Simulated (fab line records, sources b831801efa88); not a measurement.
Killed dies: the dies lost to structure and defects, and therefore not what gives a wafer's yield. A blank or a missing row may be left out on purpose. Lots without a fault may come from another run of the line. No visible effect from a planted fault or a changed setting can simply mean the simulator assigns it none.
Comparing a struck lot with a sound one :: flow gf180mcu :: 27 steps out of a route of 602
Sound: these wafers, L928.1, L928.4, L928.5. Wafers L925.4, L925.5, L925.6 were the ones struck. The cause is given at the end.
At each step with rows: each side's tool, then ch and its chambers, then its first start. Under that, the readings that differ: sound wafers :: struck wafers :: difference of the means :: sigmas: that difference in standard deviations of wafers without a fault.
alike: readings whose means differ by less than 2 such deviations, and words and numbers that are the same on both sides. not compared: withheld readings, readings that some wafer has no value for, bounds like >300 that may hide the same value, and numbers for which the record gives no deviation and whose values overlap.
Wherever a step has rows on one side only, a row that says differs or no value, or a row with sigmas, the two part there. Non-overlapping numbers with no deviation appear without sigmas and do not part them. A reading that every wafer of one side lacks parts them only if that side has two wafers or more.

first, 1 step without rows for these wafers: GF_V3_ETCH_16 (etches BARC in N2/H2).
GF_V3_ETCH_17: etches SiO2 in C4F8/O2/Ar, stops on TiN, target depth 635 nm.
  sound: rie diel-03 ch 1,2,3; struck: rie diel-01 ch 0,1,2
  alike: oes product au
GF_V3_STRIP_18: strips in O2/N2.
  sound on plasma asher-01 ch 0,1, day 27 02:03; struck on plasma asher-03 ch 0,1, day 26 05:14
  alike: drypump motor current A, heater power w, n2 flow sccm, o2 flow sccm, oes product au
  not compared: rf hours counter h
then, 3 steps without rows for these wafers: GF_V3_STRIP_19 (strips in post etch residue remover, time 1200 s); GF_V3_CLEAN_20 (cleans in DIW); GF_V3_SPUTTER_21 (material Ti, target thk 15 nm, time 80.02 s).
GF_V3_SPUTTER_22: material TiN, target thk 10 nm, time 40 s.
  sound on pvd sputter-04 at day 27 02:41; struck on pvd sputter-04 at day 26 05:47
  alike: cathode dc power W, chamber pressure pa, throttle valve pct
then, 1 step without rows for these wafers: GF_V3_CVD_23 (deposits W, target thk 350 nm, time 104.9 s).
GF_V3_RS_MEAS_24: uses a four-point probe to measure.
  sound on film metro-02 at day 27 02:50; struck on film metro-02 at day 26 06:01
  alike: V3_W_RS
GF_V3_THK_MEAS_25: measures by xrf.
  sound on film metro-02 at day 27 02:57; struck on film metro-02 at day 26 06:06
  alike: V3_W_THK
then, 2 steps without rows for these wafers: GF_V3_CMP_26 (polishes, stops on SiO2, t overpolish 15 s, target thk 0 nm); GF_M4_SPUTTER_00 (material Ti, target thk 37.5 nm, time 150 s).
GF_M4_SPUTTER_01: material TiN, target thk 30 nm, time 25 s.
  sound on pvd sputter-03 at day 27 03:25; struck on pvd sputter-03 at day 26 06:32
  no value came back on the struck wafers for cathode dc power W (W), chamber pressure pa (Pa), throttle valve pct (%); on the sound wafers cathode dc power W (W) reads 6503.7 6499.9 6500.6
GF_M4_SPUTTER_02: material AlCu, target thk 450 nm, time 23.9 s.
  sound on pvd sputter-03 at day 27 03:26; struck on pvd sputter-03 at day 26 06:34
  alike: cathode dc power W, chamber pressure pa, throttle valve pct
then, 1 step without rows for these wafers: GF_M4_SPUTTER_03 (material Ti, target thk 10 nm, time 6.7 s).
GF_M4_SPUTTER_04: material TiN, target thk 50 nm, time 41.7 s.
  sound on pvd sputter-03 at day 27 03:29; struck on pvd sputter-03 at day 26 06:37
  alike: cathode dc power W, chamber pressure pa, throttle valve pct
then, 7 steps without rows for these wafers: GF_M4_DEHYDRATE_07 (time 60 s); GF_M4_HMDS_08 (prime time 60 s); GF_M4_COAT_09 (resist thk 1000 nm); GF_M4_SOFTBAKE_10 (time 60 s); GF_M4_EXPOSE_11 (exposes mask Metal4, target cd 280 nm); GF_M4_PEB_12 (peb time 90 s); GF_M4_DEVELOP_13 (develop time 60 s).
GF_M4_CD_MEAS_14 targets a cd of 280 nm.
  sound on cd sem-02 at day 27 23:52; struck on cd sem-01 at day 27 03:00
  alike: cd nm
GF_M4_OVL_MEAS_15:
  sound on overlay-01 at day 27 23:59; struck on overlay-02 at day 27 03:05
  alike: M4_OVL
GF_M4_METAL_ETCH_16: etches the open film in Cl2/BCl3, stops on SiO2, target depth 627.5 nm, time 104.6 s.
  sound on rie metal-02 ch 0,1, day 28 00:01; struck on rie metal-01 ch 0,1, day 27 03:08
reading: oes product au (a.u.)
sound: 0.975 0.978 0.983
struck: 0.952 0.951 0.943
difference: -0.030
sigmas: -5

reading: throttle valve pct (%)
sound: 28.239 28.243 28.245
struck: 28.277 28.279 28.279
difference: +0.036
sigmas: +3
  alike: drypump motor current A, he backside leak sccm
  not compared: rf hours counter h
then, 1 step without rows for these wafers: GF_M4_STRIP_17 (strips in O2/N2).

## WHERE THEY PART
First at GF_M4_SPUTTER_01; last, within this record, at GF_M4_METAL_ETCH_16.

WHY: what the simulator had put in
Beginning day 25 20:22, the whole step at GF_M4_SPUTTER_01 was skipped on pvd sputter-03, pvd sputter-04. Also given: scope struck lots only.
